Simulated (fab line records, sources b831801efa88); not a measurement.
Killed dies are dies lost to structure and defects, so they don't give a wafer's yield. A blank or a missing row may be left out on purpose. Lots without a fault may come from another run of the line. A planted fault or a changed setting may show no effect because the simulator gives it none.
Problem report in the 8D (eight disciplines) form, filled by code | flow sky130 | the parts of the form that need people (team, actions taken, sign-off) are left out

1. THE PROBLEM
oes_product_au at SKY_CONTACT_ETCH_16 reads a mean of 0.800 a.u. on 4 wafers of 3 lots; wafers without a fault read 0.854 a.u. with a standard deviation of 0.0051. That is -10 standard deviations from the usual mean.
The step: etches BARC in N2/H2, stops on SiO2, time 45.9 s, target depth 60 nm.
First seen on wafer L824.1, day 35 04:38, on rie_diel-03. The record holds 33 wafers of 12 lots with a number at this step. Rule for "out", or "out of limits": more than 4 standard deviations from the usual mean. The other wafers with a number count as sound.

2. WHAT IT IS AND WHAT IT IS NOT
question                    | is                             | is not
which readings at this step | oes_product_au                 | drypump_motor_current_A, throttle_valve_pct
which lots                  | L824, L827, L828               | L814, L815, L816, L817, L820, L832, L834, L835, L836
which wafers of those lots  | L824.1, L827.1, L828.1, L828.5 | L824.3, L827.3
read on which tools         | rie_diel-03                    | rie_diel-01, rie_diel-04
when                        | from day 35 04:38              | up to then (16 sound wafers); but 13 sound wafers of L827, L832, L834, L835, L836 came after

3. SUSPECTS, AND WHAT RULES EACH OUT
Counting: a tool at a process step up to the reading stays a suspect if it ran every lot that is out. Sound lots after the first of them don't rule it out here, since some wafers of a struck lot are sound.
- rie_diel-03 at SKY_CONTACT_ETCH_16 (etches BARC in N2/H2, stops on SiO2, time 45.9 s, target depth 60 nm): kept. It ran every lot that is out, first L824 (day 35 04:38); its last sound lot up to then is L820 (day 34 00:12). Its own readings are out on those wafers: oes_product_au.
Left after counting: rie_diel-03 at SKY_CONTACT_ETCH_16.

4. THE CAUSE (what the simulator had put in)
Process parameter drift: rie_diel-03, from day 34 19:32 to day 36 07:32, at SKY_CONTACT_ETCH_16. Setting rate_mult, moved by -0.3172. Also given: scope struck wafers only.
Counting left only this tool.

5. THE CHAIN OF EFFECTS, in route order
Each row: a reading whose mean over the struck wafers that have a number lies more than 3 standard deviations from the usual. Only readings for which the record gives a usual standard deviation are gone through. hours: the time from each lot's start at the first step in this table that gives one to its start at this step, as a median over the lots. sigmas: the change in usual standard deviations.
hours | step                | reading        | usual      | on struck wafers | change | sigmas
0     | SKY_CONTACT_ETCH_16 | oes_product_au | 0.854 a.u. | 0.800            | -0.053 | -10
The process steps in it:
- SKY_CONTACT_ETCH_16: etches BARC in N2/H2, stops on SiO2, time 45.9 s, target depth 60 nm.

6. WHAT WOULD HAVE CAUGHT IT SOONER
In this record the first reading out of limits was taken at day 35 04:38, 9 hours after the fault began at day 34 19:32.
